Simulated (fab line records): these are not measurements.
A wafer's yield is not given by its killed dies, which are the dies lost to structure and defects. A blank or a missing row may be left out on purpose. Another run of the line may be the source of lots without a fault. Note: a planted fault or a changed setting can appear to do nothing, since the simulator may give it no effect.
Problem report in the 8D (eight disciplines) form, filled by code	flow sky130	the parts of the form that need people (team, actions taken, sign-off) are left out

1. WHAT IS WRONG
beam_energy_keV at SKY_LDD_LDN_IMPLANT_08 reads a mean of 14.594 on 6 wafers of 2 lots; wafers without a fault read 14.999 with a standard deviation of 0.004. That is -99 or more standard deviations from the usual mean.
First seen on wafer L120.1, day 26 12:50, on implanter-04. Wafers with a number at this step in the record: 18, from 6 lots. By rule, "out" or "out of limits" means more than 4 standard deviations away from the usual mean. The rest of the wafers with a number are treated as sound.

2. WHAT IT IS AND WHAT IT IS NOT
question	is	is not
which readings at this step	beam_energy_keV	dose_ions_cm2
which lots	L120, L124	L115, L129, L132, L133
which wafers of those lots	all that have a number	-
read on which tools	implanter-04	implanter-01, implanter-02
when	from day 26 12:50	up to then (3 sound wafers); but 9 sound wafers of L129, L132, L133 came after

3. THE SUSPECTS, EACH WITH WHAT RULES IT OUT
Counting: a tool stays on the suspect list if, at a process step up to the reading, it processed all lots that are out and no sound lot following the first of them.
- plasma_asher-04 at SKY_LDD_HVP_STRIP_09 (strips in O2/N2): ruled out as a lasting fault. Following L120 (day 25 08:26), the first lot on it that is out, the sound lots L132, L133 were run on it.
- implanter-04 at SKY_LDD_LDN_IMPLANT_08: kept. It ran every lot that is out, first L120 (day 26 12:50), and no sound lot after that; its last sound lot up to then is L115 (day 25 06:43). Its own readings are out on those wafers: beam_energy_keV.
After counting, what remains is implanter-04 at SKY_LDD_LDN_IMPLANT_08.

4. THE CAUSE (what the simulator had put in)
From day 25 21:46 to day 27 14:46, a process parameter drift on implanter-04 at SKY_LDD_LDN_IMPLANT_08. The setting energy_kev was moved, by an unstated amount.
The count eliminated every tool but this one.

5. SEQUENCE OF EFFECTS, ordered by route
Each row: a reading whose mean over the struck wafers that have a number lies more than 3 standard deviations from the usual. Only readings whose record carries a usual standard deviation are examined. hours: median over the lots of the time between each lot's start at the first step of this table that gives one and its start at this step. sigmas: the change, counted in usual standard deviations.
hours	step	reading	usual	on struck wafers	change	sigmas
0	SKY_LDD_LDN_IMPLANT_08	beam_energy_keV	14.999	14.594	-0.405	-99 or more
Its process steps:
- SKY_LDD_LDN_IMPLANT_08

6. HOW IT WOULD HAVE BEEN CAUGHT EARLIER
In this record no reading fell out of limits until day 26 12:50, 15 hours after the fault had begun at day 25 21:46.
